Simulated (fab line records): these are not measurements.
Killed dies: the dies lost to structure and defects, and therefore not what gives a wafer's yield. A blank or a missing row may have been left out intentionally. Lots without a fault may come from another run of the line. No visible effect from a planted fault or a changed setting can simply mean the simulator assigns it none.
Which of the tools did it?	flow sky130	Sampling: 6 lots, 18 wafers, 2 of 708 route steps

## WHAT THE GAUGES READ, wafer by wafer
SKY_GATE_OXIDE_THK_MEAS_02.
lot	measured	on	GATE_OXIDE_OXIDATION_00_THK (nm)
L404	day 13 05:47	film metro-03	10.10 10.39 10.13
L406	day 13 18:19	film metro-04	10.34 10.23 10.41
L407	day 14 07:12	film metro-03	10.22 10.29 10.46
L410	day 15 06:52	film metro-03	10.14 10.15 10.05
L417	day 17 18:20	film metro-01	10.18 10.16 10.26
L425	day 20 12:17	film metro-03	11.85 11.84 11.70

## WHAT TOOL EACH LOT RAN ON (gives the tool, then ch and the chambers of the sampled wafers, and finally the start)
lot	SKY_GATE_OXIDE_OXIDATION_01
L404	furnace-02 ch 0, day 13 04:23
L406	furnace-01 ch 0, day 13 16:53
L407	furnace-01 ch 0, day 14 05:46
L410	furnace-02 ch 0, day 15 05:28
L417	furnace-01 ch 0, day 17 16:55
L425	furnace-01 ch 0, day 20 10:52
- SKY_GATE_OXIDE_OXIDATION_01: stabilise 600 s, purge 300 s, target thk 10.268 nm.

## THE ANSWER, worked out from the rows above alone
Rule: the usual values come from the lots themselves. Put in order of their means at a reading, lots are off if they are a third of the lots or fewer, leave a main group of 4 or more, and stand apart from it by a gap of 3 or more times the standard deviation of the main group's means; of several such gaps the widest counts. If all means in a main group match to the digits the tables above print for the reading, that group is not used. A lot without any number at a reading at which 4 lots or more have one is off too. All remaining lots with rows at the step are treated as sound.
Off: L425, seen at SKY_GATE_OXIDE_THK_MEAS_02 (GATE_OXIDE_OXIDATION_00_THK). The main group: mean 10.23 nm, standard deviation 0.081.
If a tool, at a process step before that reading, ran all the lots that are off and no sound lot after the first of them, it fits. The gauges at SKY_GATE_OXIDE_THK_MEAS_02 are tried like those tools. Undecided on this evidence; 2 tools fit (furnace-01 at SKY_GATE_OXIDE_OXIDATION_01, film metro-03 at SKY_GATE_OXIDE_THK_MEAS_02).

## WHAT WAS PUT IN BY THE SIMULATOR
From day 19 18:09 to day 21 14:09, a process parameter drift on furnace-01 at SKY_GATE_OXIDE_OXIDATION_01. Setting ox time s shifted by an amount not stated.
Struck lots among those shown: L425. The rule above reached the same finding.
